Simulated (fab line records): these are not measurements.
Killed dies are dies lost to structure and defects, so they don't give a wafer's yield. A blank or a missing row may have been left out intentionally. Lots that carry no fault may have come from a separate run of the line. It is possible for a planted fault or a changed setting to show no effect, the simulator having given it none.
Matching of chambers :: flow sky130 :: SKY_VIA3_ETCH_15 on rie diel-01 has 4 sister chambers
The step etches SiO2 in C4F8/O2/Ar, stops on TiN, target depth 507 nm, time 78 s. 4 wafers are shown with their chamber, then 9 later ones without.

WAFERS WITH THEIR CHAMBER
wafer: L083.4
chamber: 1
oes product au (a.u.): 0.951

wafer: L083.6
chamber: 3
oes product au (a.u.): 0.942

wafer: L090.4
chamber: 0
oes product au (a.u.): 0.949

wafer: L090.5
chamber: 2
oes product au (a.u.): 0.950

WAFERS WITHOUT THEIR CHAMBER
wafer: L091.1
oes product au (a.u.): 0.949

wafer: L091.4
oes product au (a.u.): 0.947

wafer: L091.5
oes product au (a.u.): 0.946

wafer: L092.4
oes product au (a.u.): 0.948

wafer: L092.5
oes product au (a.u.): 0.937

wafer: L092.6
oes product au (a.u.): 0.952

wafer: L095.1
oes product au (a.u.): 0.948

wafer: L095.5
oes product au (a.u.): 0.954

wafer: L095.6
oes product au (a.u.): 0.943

WHICH CHAMBER EACH ONE RAN IN
wafer: L091.1
from the rows above: can't be placed: 0 or 2 or 1
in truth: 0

wafer: L091.4
from the rows above: can't be placed: 0 or 2 or 1 or 3
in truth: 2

wafer: L091.5
from the rows above: can't be placed: 0 or 2 or 3 or 1
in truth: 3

wafer: L092.4
from the rows above: can't be placed: 0 or 2 or 1
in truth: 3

wafer: L092.5
from the rows above: 3
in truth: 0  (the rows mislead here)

wafer: L092.6
from the rows above: can't be placed: 1 or 2 or 0
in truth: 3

wafer: L095.1
from the rows above: can't be placed: 0 or 2 or 1
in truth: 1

wafer: L095.5
from the rows above: can't be placed: 1 or 2 or 0
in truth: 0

wafer: L095.6
from the rows above: 3
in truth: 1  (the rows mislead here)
Correctly placed: 0 of 9. Not placeable from these rows: 7 (in 5, the candidates include the true chamber). Wrongly placed: 2.
How it was worked out, from the rows above alone: a wafer's distance from a chamber is the root of the sum, over the readings, of the square of ((its reading less the chamber's mean) divided by the reading's scatter). The wafer belongs to the nearest chamber; if the next one is less than 2 further off, it can't be placed. The mean given for a chamber averages the wafers shown for that chamber. The scatter (one wafer shown for each chamber): square how far every hidden wafer sits from the nearest shown wafer, average those squares and take the square root.
